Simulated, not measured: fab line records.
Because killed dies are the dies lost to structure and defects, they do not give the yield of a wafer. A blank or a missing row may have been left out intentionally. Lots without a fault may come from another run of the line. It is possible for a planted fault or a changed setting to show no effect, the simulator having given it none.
Struck lot and sound lot, side by side -- flow sky130 -- 16 out of 708 route steps
Sound: these wafers, L686.1, L686.5, L686.6. Struck: wafer L695.2 (left out: L695.3, L695.4 of the same lot, which were not struck); the cause appears at the end.
Each step with rows lists, per side, the tool, then ch with its chambers, then its first start. Under that, the readings that differ: sound wafers -- struck wafers -- difference of the means -- sigmas: that difference in standard deviations of wafers without a fault.
alike: same words and numbers on both sides, and readings whose means sit less than 2 such deviations apart. not compared: any withheld reading, any reading some wafer has no value for, any bound like >300 that may hide the same value, and any number with overlapping values for which the record gives no deviation.
Wherever a step has rows on one side only, a row that says differs or no value, or a row with sigmas, the two part there. Non-overlapping numbers with no deviation appear without sigmas and do not part them. Lack of a reading on every wafer of one side parts them only where that side has two or more wafers.

first, 3 steps without rows for these wafers: SKY_METAL1_EXPOSE_12 (exposes mask MM1, target cd 140 nm); SKY_METAL1_PEB_13; SKY_METAL1_DEVELOP_14 (develop time 60 s).
SKY_METAL1_CD_MEAS_15: the cd target is 140 nm.
  sound on cdSem-01, day 33 05:07; struck on cdSem-01, day 36 13:53
  alike: cdNm
SKY_METAL1_OVL_MEAS_16:
  sound on overlay-02, day 33 05:14; struck on overlay-01, day 36 14:00
  alike: METAL1_OVL
SKY_METAL1_DESCUM_17: chemistry O2, time 8 s.
  sound on rieMetal-01 ch 0,1, day 33 05:16; struck on rieMetal-03 ch 0, day 36 14:02
reading,sound,struck,difference,sigmas
oesProductAu (a.u.),1.019 0.998 1.024,0.993,-0.021,-2
  alike: drypumpMotorCurrentA
  not compared: rfHoursCounterH
SKY_METAL1_ETCH_18: etches BARC in N2/H2, stops on SiO2, time 45.9 s, target depth 60 nm.
  sound on rieMetal-01 ch 0,1, day 33 05:18; struck on rieMetal-03 ch 0, day 36 14:04
  alike: drypumpMotorCurrentA, oesProductAu, throttleValvePct
  not compared: rfHoursCounterH
SKY_METAL1_METAL_ETCH_19: etches the open film in Cl2/BCl3, stops on SiO2, target depth 360 nm, time 78 s.
  sound on rieMetal-01 ch 0,1, day 33 05:22; struck on rieMetal-03 ch 0, day 36 14:07
  alike: drypumpMotorCurrentA, oesProductAu, throttleValvePct
  not compared: rfHoursCounterH
SKY_METAL1_STRIP_20: strips in O2/N2.
  sound on plasmaAsher-04 ch 0,1, day 33 05:28; struck on plasmaAsher-01 ch 1, day 36 14:13
  alike: drypumpMotorCurrentA, oesProductAu, stripTimeToEndpointS
  not compared: rfHoursCounterH
then, 3 steps without rows for these wafers: SKY_METAL1_STRIP_21 (strips in post etch residue remover, time 1200 s); SKY_METAL1_CLEAN_22 (cleans in IPA, time 180 s); SKY_METAL1_CLEAN_23 (cleans in O3/DIW).
SKY_VIA1_HDPCVD_00: deposits SiO2, target thk 1030 nm, time 171.7 s.
  sound on hdpcvd-01 ch 0,1, day 33 06:05; struck on hdpcvd-01 ch 0, day 36 15:19
reading,sound,struck,difference,sigmas
model.SiO2_of_VIA1_HDPCVD_00.thkNm (nm),1018 1031 1024,382,-642,
SKY_VIA1_THK_MEAS_01:
  sound on filmMetro-03, day 33 06:12; struck on filmMetro-02, day 36 15:26
reading,sound,struck,difference,sigmas
VIA1_HDPCVD_THK (nm),1017 1032 1026,382,-643,-64
SKY_VIA1_CMP_02: polishes SiO2.
  sound on cmp-01 ch 2,3, day 33 06:16; struck on cmp-01 ch 2, day 36 15:29
  alike: motorCurrentA, slurryFilterDpKPa
-- the record jumps here: 13 days lie between the struck wafers' starts before and after (it left off in module VIA1 and takes up again in module PAD_OPEN, whose first step shown is number 708 of the route) --
SKY_PAD_OPEN_PROBE_99:
  sound on prober-02, day 46 06:44; struck on prober-01, day 49 07:17
reading,sound,struck,difference,sigmas
model.etest.met2Comb.leakLog10AUm,-11.95 -11.98 -12.23,-7.255,+4.798,

== WHERE THEY PART ==
At SKY_METAL1_DESCUM_17 first; at SKY_VIA1_THK_MEAS_01 last (within this record only). Later steps at which nothing parts them and some readings are alike: SKY_VIA1_CMP_02.

WHY: the cause the simulator had injected
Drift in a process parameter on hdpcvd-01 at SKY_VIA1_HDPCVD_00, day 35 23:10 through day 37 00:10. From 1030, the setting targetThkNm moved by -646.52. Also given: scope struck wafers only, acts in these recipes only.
